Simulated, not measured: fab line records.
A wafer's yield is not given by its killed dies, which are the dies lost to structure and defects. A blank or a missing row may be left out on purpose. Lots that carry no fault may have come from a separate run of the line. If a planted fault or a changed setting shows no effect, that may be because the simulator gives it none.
One fault through the eyes of 2 desks | flow gf180mcu | every desk sees just its own numbers, and what lay behind them comes last

## DESK OF THE TOOL OWNER: krf_scanner-01
The tool's own readings at GF_STI_EXPOSE_09 (exposes mask COMP, target cd 220 nm): means of the sampled wafers that have a number, for each lot that ran on this tool. The brackets show how far a lot's mean lies from the usual mean; more than 4 standard deviations puts the lot out of limits, marked OUT.
Columns: A = stage_vel_mm_s at GF_STI_EXPOSE_09, usual 500.04 mm/s
lot  | first seen here | A
L780 | day 1 20:44     | 499.72
L782 | day 2 06:05     | 500.22
L783 | day 2 10:31     | 500.13
L786 | day 3 01:41     | 499.67
L789 | day 3 17:48     | 499.91
L793 | day 4 13:43     | 499.89
L794 | day 4 19:20     | 500.37
This desk's finding: nothing out of limits on any of the 7 lots.

## THE METROLOGY DESK
What the gauges read, lot by lot, whatever tool the lot ran on: means of the sampled wafers that have a number. The brackets show how far a lot's mean lies from the usual mean; more than 4 standard deviations puts the lot out of limits, marked OUT.
Columns: A = INCOMING_BOW at GF_STI_BOW_MEAS_00, usual 0 um; B = cd_nm at GF_STI_CD_MEAS_12, usual 219.9 nm; C = POLY_GATE_CVD_00_THK at GF_POLY_GATE_THK_MEAS_01, usual 199.9 nm
lot  | first seen here | A  | B               | C
L780 | day 1 10:01     | 2  | 220.9           | 198.2
L781 | day 1 15:00     | 2  | 220.8           | 198.9
L782 | day 1 20:04     | -1 | 220.4           | 200.1
L783 | day 2 01:01     | 0  | 219.0           | 199.6
L786 | day 2 16:04     | 0  | 220.9           | 197.9
L789 | day 3 07:00     | 1  | 188.3 (-29) OUT | 201.1
L793 | day 4 03:02     | -8 | 188.5 (-29) OUT | 198.4
L794 | day 4 08:00     | -2 | 188.1 (-29) OUT | 203.5
L795 | day 4 13:01     | 5  | 219.9           | 205.5
L801 | day 5 19:02     | -2 | 219.4           | 198.6
L802 | day 6 00:00     | 7  | 219.0           | 201.1
Finding of this desk: L789, L793, L794 out of limits; the first was L789 at day 4 00:29, on cd_nm at GF_STI_CD_MEAS_12. L780, L781, L782, L783, L786, L795, L801, L802: within limits.

## ALL TOGETHER
Metrology desk: alarm possible at day 4 00:29 on L789, L793, L794.
The tool owner's desk saw nothing out of limits.
The tool owner's desk has L789, L793, L794 on record, within its limits.
All the named lots went through GF_STI_EXPOSE_09 on krf_scanner-01.

## WHAT THE SIMULATOR PUT IN
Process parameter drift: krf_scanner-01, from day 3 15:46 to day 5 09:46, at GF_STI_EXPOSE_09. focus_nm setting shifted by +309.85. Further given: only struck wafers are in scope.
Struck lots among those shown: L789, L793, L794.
Hours from the fault's start to each desk's first reading out of limits: the metrology desk, 9.
